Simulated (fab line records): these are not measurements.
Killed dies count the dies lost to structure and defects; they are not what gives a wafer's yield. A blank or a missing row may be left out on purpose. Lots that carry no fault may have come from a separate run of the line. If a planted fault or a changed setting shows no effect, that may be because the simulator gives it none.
Split-lot experiment + flow gf180mcu + 5 lots, 23 wafers read, on a route of 602 steps

THE SPLIT ITSELF
At GF_M5_EXPOSE_04 (exposes mask Metal5, target cd 280 nm), the setting doseMj was moved away from the recipe's 28 on 10 of the 23 wafers read, by -2.2% to +7.5%. This setting was run at the recipe's value on the other wafers.

FROM THE SPLIT TO THE READING: what the file shows between them, 2 steps
- GF_M5_PEB_05: peb time 90 s (also split here: pebTempC)
- GF_M5_DEVELOP_06: develop time 60 s

THE READING
cdNm, in nm, at GF_M5_CD_MEAS_07 (target cd 280 nm). Typical for fault-free wafers on this fab line: 279.8 nm, with standard deviation 1.1 nm.

| wafer  | tool, chamber at the split | doseMj as run | against the recipe | cdNm, nm | against lot-mates on the recipe |
|--------|----------------------------|---------------|--------------------|----------|---------------------------------|
| L075.1 | krfScanner-01, 0           | 28            | recipe             | 274.6    | -                               |
| L075.3 | krfScanner-01, 0           | 29.84         | +6.6%              | 267.8    | -7.8                            |
| L075.4 | krfScanner-01, 0           | 28            | recipe             | 276.5    | -                               |
| L075.5 | krfScanner-01, 0           | 29.84         | +6.6%              | 265.9    | -9.7                            |
| L075.6 | krfScanner-01, 0           | 29.84         | +6.6%              | 267.8    | -7.8                            |
| L076.1 | krfScanner-01, 0           | 27.39         | -2.2%              | 286.1    | +5.7                            |
| L076.3 | krfScanner-01, 0           | 27.39         | -2.2%              | 284.0    | +3.6                            |
| L076.4 | krfScanner-01, 0           | 28            | recipe             | 280.3    | -                               |
| L076.5 | krfScanner-01, 0           | 28            | recipe             | 280.4    | -                               |
| L076.6 | krfScanner-01, 0           | 28            | recipe             | 280.6    | -                               |
| L079.2 | krfScanner-01, 0           | 28            | recipe             | 280.1    | -                               |
| L079.5 | krfScanner-01, 0           | 28            | recipe             | 279.7    | -                               |
| L079.6 | krfScanner-01, 0           | 28            | recipe             | 280.5    | -                               |
| L082.1 | krfScanner-02, 0           | 30.09         | +7.5%              | 267.9    | -11.4                           |
| L082.3 | krfScanner-02, 0           | 28            | recipe             | 279.4    | -                               |
| L082.4 | krfScanner-02, 0           | 30.09         | +7.5%              | 268.6    | -10.6                           |
| L082.5 | krfScanner-02, 0           | 28            | recipe             | 279.1    | -                               |
| L082.6 | krfScanner-02, 0           | 30.09         | +7.5%              | 269.0    | -10.2                           |
| L084.2 | krfScanner-02, 0           | 29.86         | +6.6%              | 270.4    | -18.4                           |
| L084.3 | krfScanner-02, 0           | 28            | recipe             | 280.9    | -                               |
| L084.4 | krfScanner-02, 0           | 29.86         | +6.6%              | 271.1    | -17.7                           |
| L084.5 | krfScanner-02, 0           | 28            | recipe             | 292.7    | -                               |
| L084.6 | krfScanner-02, 0           | 28            | recipe             | 292.7    | -                               |

THE FIT
A straight line over all 23 wafers: cdNm changes by -1.83 nm for each +1% of doseMj; r = -0.85; the points scatter about the line by 4.2 nm.
The same after taking each lot's own level away (the mean of its wafers on the recipe; 23 wafers): -1.7 nm for each +1%; r = -0.88; scatter 3.3 nm.
Per that fit: largest doseMj move, reading shift of 13 nm.
The lots' own levels span 275.55 to 288.77 nm, that is 12.0 times the standard deviation above.
The two slopes agree, so the slope changes little with the lot-to-lot level.
Check: for one of the wafers moved furthest among these (+7.5%), held out of the fit, the line's prediction against its lot-mates is -12.8 nm. It came out at -11.4 nm against them.

THE OTHER SPLITS THESE WAFERS WENT THROUGH
Note: prior to the reading, these wafers also went through further splits. Each is held against what the fit with the lots' levels taken away leaves over:
| other split on the same wafers | wafers away from the commonest value | r with cdNm (lot level and that fit taken away) |
|--------------------------------|--------------------------------------|-------------------------------------------------|
| GF_V4_PEB_12 pebTimeS          | 9                                    | -0.09                                           |
| GF_MIM_SPUTTER_04 powerW       | 4                                    | +0.13                                           |
| GF_MIM_SPUTTER_07 timeS        | 10                                   | +0.31                                           |
| GF_M5_PEB_05 pebTempC          | 4                                    | -0.35                                           |

THE WHOLE CHAIN: every reading that the file lists as answering this split, in the file's order
| step                | what it does                                                                         | reading                                                  | change (the file's fit)                                                         | r (the file's) |
|---------------------|--------------------------------------------------------------------------------------|----------------------------------------------------------|---------------------------------------------------------------------------------|----------------|
| GF_M5_CD_MEAS_07    | target cd 280 nm                                                                     | cdNm                                                     | -1.8 nm for each +1% of the setting                                             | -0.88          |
| GF_M5_ETCH_09       | etches Si3N4 in CF4/O2, target depth 52 nm, time 11.6 s                              | M5.cdNm (the simulator's own value, which no gauge read) | -1.81 nm for each +1% of the setting                                            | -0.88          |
| GF_M5_METAL_ETCH_10 | etches the open film in Cl2/BCl3, stops on SiO2, target depth 627.5 nm, time 104.6 s | M5.cdNm (the simulator's own value, which no gauge read) | -1.45 nm for each +1% of the setting, in a fit together with pebTempC@M5_PEB_05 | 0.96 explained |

THE FILE'S OWN FIT
cdNm changes by -1.8 nm for each +1% of doseMj, r = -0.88.
